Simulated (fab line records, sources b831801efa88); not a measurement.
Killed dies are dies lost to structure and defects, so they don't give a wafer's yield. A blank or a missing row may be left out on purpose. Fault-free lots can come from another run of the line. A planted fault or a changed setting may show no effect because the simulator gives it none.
Lot-split experiment    flow sfq_line    route with 325 steps; 5 lots, 23 wafers read

ABOUT THE SPLIT
At SFQ_TRILAYER_L0_VIA_LITHO_PEB_016 (peb time 60 s), the setting peb_time_s was moved away from the recipe's 60 s on 9 of the 23 wafers read, by -4.3% to +11.6%. All remaining wafers had this setting at the recipe value.

THE PATH FROM SPLIT TO READING: the file shows 1 step between them
- SFQ_TRILAYER_L0_VIA_LITHO_DEVELOP_015: time 60 s

THE READING
L0V.cd_nm (the simulator's own value, which no gauge read), in nm, at SFQ_TRILAYER_L0_VIA_BARC_OPEN_VIA_ETCH_021 (etches BARC in O2, target depth 125 nm, time 42.74 s). No usual value for it is given in the file. Here, 14 wafers ran the recipe; their average is 701.0 nm with a standard deviation of 1 nm.

wafer   tool, chamber at the split  peb_time_s as run, s  against the recipe  L0V.cd_nm, nm  against lot-mates on the recipe
L074.1  litho_track-03, 0           60                    recipe              703            -
L074.2  litho_track-03, 0           60                    recipe              702.3          -
L074.3  litho_track-03, 0           60                    recipe              701.5          -
L074.4  litho_track-03, 0           60                    recipe              700.5          -
L074.5  litho_track-03, 0           60                    recipe              701.3          -
L077.1  litho_track-03, 0           66.93                 +11.6%              714.7          +14.8
L077.2  litho_track-03, 0           60                    recipe              700.8          -
L077.3  litho_track-03, 0           66.93                 +11.6%              716.5          +16.5
L077.4  litho_track-03, 0           60                    recipe              699.1          -
L077.5  litho_track-03, 0           66.93                 +11.6%              715.7          +15.8
L078.2  litho_track-03, 0           63.26                 +5.4%               707.7          +7.2
L078.3  litho_track-03, 0           63.26                 +5.4%               707.3          +6.8
L078.4  litho_track-03, 0           60                    recipe              700.9          -
L078.5  litho_track-03, 0           60                    recipe              700            -
L078.6  litho_track-03, 0           63.26                 +5.4%               708.6          +8.1
L079.1  litho_track-03, 0           57.42                 -4.3%               693.7          -6.4
L079.2  litho_track-03, 0           60                    recipe              699.9          -
L079.3  litho_track-03, 0           60                    recipe              700.4          -
L079.5  litho_track-03, 0           57.42                 -4.3%               694.3          -5.9
L079.6  litho_track-03, 0           57.42                 -4.3%               692            -8.1
L081.1  litho_track-03, 0           60                    recipe              702.3          -
L081.4  litho_track-03, 0           60                    recipe              700.2          -
L081.6  litho_track-03, 0           60                    recipe              701.3          -

THE FIT
A straight line over all 23 wafers: L0V.cd_nm changes by +1.35 nm for each +1% of peb_time_s; r = +0.98; the points scatter about the line by 1.2 nm.
The same after taking each lot's own level away (the mean of its wafers on the recipe; 23 wafers): +1.4 nm for each +1%; r = +0.99; scatter 0.85 nm.
That fit puts the effect of the largest move of peb_time_s on the reading at 16 nm.
Across the lots, their own levels run from 699.95 to 701.72 nm, a range of 1.7 times the standard deviation given above.
The two slopes are in agreement: the lot-to-lot level therefore moves the slope only a little.
Check: with one of the wafers moved furthest among these (+11.6%) left out of the fit, the line predicts +16.3 nm for it against its lot-mates. It came out at +14.8 nm against them.

OTHER SPLITS APPLIED TO THESE WAFERS
Note: prior to the reading, these wafers also went through further splits. Each is held against what the fit with the lots' levels taken away leaves over:
other split on the same wafers                   wafers away from the commonest value  r with L0V.cd_nm (lot level and that fit taken away)
SFQ_TRILAYER_L0_LITHO_COAT_010 resist_thk_nm     6                                     +0.02
SFQ_TRILAYER_L0_BARC_OPEN_METAL_ETCH_010 bias_w  3                                     +0.03

THE FILE'S OWN FIT
L0V.cd_nm changes by +1.39 nm for each +1% of peb_time_s, r = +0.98.
